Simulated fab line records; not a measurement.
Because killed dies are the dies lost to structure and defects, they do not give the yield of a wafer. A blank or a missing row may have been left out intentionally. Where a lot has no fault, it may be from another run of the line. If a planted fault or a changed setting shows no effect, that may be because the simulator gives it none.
Chamber matching / flow sky130 / SKY_LI_CONTACT_ETCH_14 on rie-diel-01: 4 sister chambers
The step etches BARC in N2/H2, stops on SiO2, time 45.9 s, target depth 60 nm. 7 wafers are shown with their chamber, then 7 later ones without.

## WAFERS, EACH WITH ITS CHAMBER
wafer=L332.3; chamber=1; drypump-motor-current-A (A)=5.1; oes-product-au (a.u.)=0.848
wafer=L333.5; chamber=0; drypump-motor-current-A (A)=6.1; oes-product-au (a.u.)=0.860
wafer=L334.1; chamber=0; drypump-motor-current-A (A)=6.1; oes-product-au (a.u.)=0.855
wafer=L334.2; chamber=1; drypump-motor-current-A (A)=5.2; oes-product-au (a.u.)=0.849
wafer=L334.5; chamber=3; drypump-motor-current-A (A)=6.5; oes-product-au (a.u.)=0.852
wafer=L336.3; chamber=3; drypump-motor-current-A (A)=6.5; oes-product-au (a.u.)=0.852
wafer=L336.4; chamber=2; drypump-motor-current-A (A)=6.7; oes-product-au (a.u.)=0.854

## WAFERS WITHOUT THEIR CHAMBER
wafer=L336.5; drypump-motor-current-A (A)=6.7; oes-product-au (a.u.)=0.853
wafer=L345.3; drypump-motor-current-A (A)=6.7; oes-product-au (a.u.)=0.850
wafer=L345.5; drypump-motor-current-A (A)=6.7; oes-product-au (a.u.)=0.848
wafer=L345.6; drypump-motor-current-A (A)=6.5; oes-product-au (a.u.)=0.855
wafer=L346.1; drypump-motor-current-A (A)=6.1; oes-product-au (a.u.)=0.860
wafer=L346.4; drypump-motor-current-A (A)=6.5; oes-product-au (a.u.)=0.853
wafer=L346.6; drypump-motor-current-A (A)=5.2; oes-product-au (a.u.)=0.859

## CHAMBER TAKEN BY EACH
wafer=L336.5; from the rows above=2; in truth=2
wafer=L345.3; from the rows above=2; in truth=2
wafer=L345.5; from the rows above=2; in truth=2
wafer=L345.6; from the rows above=3; in truth=3
wafer=L346.1; from the rows above=0; in truth=0
wafer=L346.4; from the rows above=3; in truth=3
wafer=L346.6; from the rows above=1; in truth=1
Correctly placed: 7 of 7. Left unplaced by these rows: 0. Wrongly placed: 0.
How it was worked out, from the rows above alone: a wafer's distance from a chamber is the root of the sum, over the readings, of the square of ((its reading less the chamber's mean) divided by the reading's scatter). The wafer belongs to the nearest chamber; if the next one is less than 2 further off, it can't be placed. The mean given for a chamber averages the wafers shown for that chamber. How the scatter is found: for the shown wafers, subtract from each reading the mean of its chamber, square and add these, divide the total by (wafers less chambers), then take the root.
